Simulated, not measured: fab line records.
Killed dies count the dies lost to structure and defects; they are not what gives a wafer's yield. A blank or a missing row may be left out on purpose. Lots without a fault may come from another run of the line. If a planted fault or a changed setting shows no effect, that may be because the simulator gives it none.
Which tool is to blame? || flow sfq_line || at 1 step of a route of 325, 14 lots with 42 wafers sampled

== WHAT EACH GAUGE READ, for each wafer ==
The record holds no reading of a measuring or inspecting step that can be judged against a usual standard deviation.

== TOOL THAT RAN EACH LOT (tool first, then ch and the chambers of the sampled wafers, then the start) ==
{"lot": "L972", "SFQ_TRILAYER_I2_VIA_LITHO_PEB_070": "litho_track-04 ch 0, day 30 05:00"}
{"lot": "L973", "SFQ_TRILAYER_I2_VIA_LITHO_PEB_070": "litho_track-03 ch 0, day 30 16:55"}
{"lot": "L974", "SFQ_TRILAYER_I2_VIA_LITHO_PEB_070": "litho_track-03 ch 0, day 33 09:53"}
{"lot": "L975", "SFQ_TRILAYER_I2_VIA_LITHO_PEB_070": "litho_track-04 ch 0, day 33 13:29"}
{"lot": "L979", "SFQ_TRILAYER_I2_VIA_LITHO_PEB_070": "litho_track-02 ch 0, day 39 12:16"}
{"lot": "L981", "SFQ_TRILAYER_I2_VIA_LITHO_PEB_070": "litho_track-02, day 40 10:13"}
{"lot": "L982", "SFQ_TRILAYER_I2_VIA_LITHO_PEB_070": "litho_track-03, day 41 04:13"}
{"lot": "L985", "SFQ_TRILAYER_I2_VIA_LITHO_PEB_070": "litho_track-03 ch 0, day 42 01:49"}
{"lot": "L988", "SFQ_TRILAYER_I2_VIA_LITHO_PEB_070": "litho_track-04 ch 0, day 43 07:59"}
{"lot": "L989", "SFQ_TRILAYER_I2_VIA_LITHO_PEB_070": "litho_track-03 ch 0, day 43 13:58"}
{"lot": "L990", "SFQ_TRILAYER_I2_VIA_LITHO_PEB_070": "litho_track-03 ch 0, day 43 22:29"}
{"lot": "L992", "SFQ_TRILAYER_I2_VIA_LITHO_PEB_070": "litho_track-03 ch 0, day 44 14:05"}
{"lot": "L994", "SFQ_TRILAYER_I2_VIA_LITHO_PEB_070": "litho_track-04 ch 0, day 45 11:43"}
{"lot": "L995", "SFQ_TRILAYER_I2_VIA_LITHO_PEB_070": "litho_track-03 ch 0, day 45 18:53"}
- SFQ_TRILAYER_I2_VIA_LITHO_PEB_070: peb time 60 s.

== AS READ BY THE TOOLS THEMSELVES (means over the sampled wafers that have a number; for cases with no such wafer, the mark the record gives instead) ==
SFQ_TRILAYER_I2_VIA_LITHO_PEB_070. Usual: chill_plate_temp_C 23.00 C, standard deviation 0.11; exhaust_pa 45.3 Pa, standard deviation 0.79.
{"lot": "L972", "tool": "litho_track-04", "chill_plate_temp_C (C)": 22.96, "exhaust_pa (Pa)": 46.4, "flag": ""}
{"lot": "L973", "tool": "litho_track-03", "chill_plate_temp_C (C)": 23.01, "exhaust_pa (Pa)": 45.4, "flag": ""}
{"lot": "L974", "tool": "litho_track-03", "chill_plate_temp_C (C)": 23.07, "exhaust_pa (Pa)": 45.7, "flag": ""}
{"lot": "L975", "tool": "litho_track-04", "chill_plate_temp_C (C)": 22.99, "exhaust_pa (Pa)": 44.8, "flag": ""}
{"lot": "L979", "tool": "litho_track-02", "chill_plate_temp_C (C)": 23.06, "exhaust_pa (Pa)": 44.4, "flag": ""}
{"lot": "L981", "tool": "litho_track-02", "chill_plate_temp_C (C)": "-", "exhaust_pa (Pa)": "-", "flag": "OFF"}
{"lot": "L982", "tool": "litho_track-03", "chill_plate_temp_C (C)": "-", "exhaust_pa (Pa)": "-", "flag": "OFF"}
{"lot": "L985", "tool": "litho_track-03", "chill_plate_temp_C (C)": 22.89, "exhaust_pa (Pa)": 46.4, "flag": ""}
{"lot": "L988", "tool": "litho_track-04", "chill_plate_temp_C (C)": 23.02, "exhaust_pa (Pa)": 45.8, "flag": ""}
{"lot": "L989", "tool": "litho_track-03", "chill_plate_temp_C (C)": 23.03, "exhaust_pa (Pa)": 45.5, "flag": ""}
{"lot": "L990", "tool": "litho_track-03", "chill_plate_temp_C (C)": 22.95, "exhaust_pa (Pa)": 45.6, "flag": ""}
{"lot": "L992", "tool": "litho_track-03", "chill_plate_temp_C (C)": 23.05, "exhaust_pa (Pa)": 45.1, "flag": ""}
{"lot": "L994", "tool": "litho_track-04", "chill_plate_temp_C (C)": 22.87, "exhaust_pa (Pa)": 44.8, "flag": ""}
{"lot": "L995", "tool": "litho_track-03", "chill_plate_temp_C (C)": 22.94, "exhaust_pa (Pa)": 45.0, "flag": ""}

== THE ANSWER, worked out from the rows above alone ==
Rule: a lot is off if the mean of its wafers that have a number lies more than 3 standard deviations from the usual mean. A lot without any number at a reading at which 4 lots or more have one is off too. Any other lot the step has rows for is counted as sound. Order of review: gauges by route order, followed by the tools' own readings, for which a lot's mean as printed above is used. At the first step where some lot is off, the reading lying furthest off is the one used; lots without a number count as furthest.
Off at SFQ_TRILAYER_I2_VIA_LITHO_PEB_070 (chill_plate_temp_C): L981, L982. Without a number there: L981, L982.
If a tool, at that step or one of the process steps before it, ran each lot that is off and ran no sound lot following the first of them, it fits. None of those tried fits.

== WHAT THE SIMULATOR PUT IN ==
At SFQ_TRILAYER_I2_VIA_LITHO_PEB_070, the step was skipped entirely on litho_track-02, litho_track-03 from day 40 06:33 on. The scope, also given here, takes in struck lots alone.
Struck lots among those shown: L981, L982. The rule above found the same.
